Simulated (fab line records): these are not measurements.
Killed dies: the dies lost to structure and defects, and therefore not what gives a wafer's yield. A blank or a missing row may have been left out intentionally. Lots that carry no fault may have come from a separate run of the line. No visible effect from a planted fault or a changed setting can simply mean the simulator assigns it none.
A single fault, viewed from 2 desks / flow sky130 / numbers are kept per desk, each desk with only its own; the story behind them comes last

== THE TOOL OWNER'S DESK: cvd_w-01 ==
The tool's own readings at SKY_VIA2_CVD_21 (deposits W, target thk 420 nm, time 126.4 s): means of the sampled wafers that have a number, for each lot that ran on this tool. If a lot's mean is further than 4 standard deviations from the usual mean, the lot is out of limits and carries the mark OUT (the distance appears in the brackets).
Columns: A = heater_power_w at SKY_VIA2_CVD_21, usual 850 W
lot=L857; first seen here=day 36 18:02; A=839
lot=L859; first seen here=day 37 05:25; A=832
lot=L869; first seen here=day 40 22:51; A=781
lot=L871; first seen here=day 41 06:16; A=828
Result from this desk: across the 4 lots, nothing is out of limits.

== THE METROLOGY DESK ==
What the gauges read for every lot (on any tool): the sampled wafers with a number, averaged. If a lot's mean is further than 4 standard deviations from the usual mean, the lot is out of limits and carries the mark OUT (the distance appears in the brackets).
Columns: A = VIA2_W_RS at SKY_VIA2_RS_MEAS_22, usual 0.272 ohm/sq; B = VIA2_W_THK at SKY_VIA2_THK_MEAS_23, usual 440 nm
lot=L856; first seen here=day 36 04:43; A=0.268; B=441
lot=L857; first seen here=day 36 18:11; A=0.273; B=438
lot=L859; first seen here=day 37 05:33; A=0.277; B=435
lot=L869; first seen here=day 40 22:59; A=0.234 (-9.9) OUT; B=502 (+6.9) OUT
lot=L870; first seen here=day 41 04:58; A=0.270; B=445
lot=L871; first seen here=day 41 06:25; A=0.253 (-5.1) OUT; B=438
lot=L872; first seen here=day 41 14:25; A=0.272; B=441
lot=L875; first seen here=day 42 17:31; A=0.270; B=439
lot=L877; first seen here=day 42 20:07; A=0.272; B=449
lot=L878; first seen here=day 43 00:43; A=0.271; B=438
This desk finds L869, L871 out of limits, with the earliest case on L869 at day 40 22:59 (VIA2_W_RS at SKY_VIA2_RS_MEAS_22). In limits: L856, L857, L859, L870, L872, L875, L877, L878.

== ALL TOGETHER ==
The metrology desk could have raised an alarm at day 40 22:59, on L869, L871.
The desk of the tool owner found nothing out of limits.
The tool owner's desk has L869, L871 on record, within its limits.
Every lot named ran SKY_VIA2_CVD_21 on cvd_w-01.

== WHAT HAD BEEN PUT IN BY THE SIMULATOR ==
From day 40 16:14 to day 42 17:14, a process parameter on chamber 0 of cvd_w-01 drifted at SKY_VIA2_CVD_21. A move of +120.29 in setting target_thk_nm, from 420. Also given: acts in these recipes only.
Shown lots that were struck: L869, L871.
Delay in hours, fault start to first out-of-limits reading, per desk: metrology desk 7.
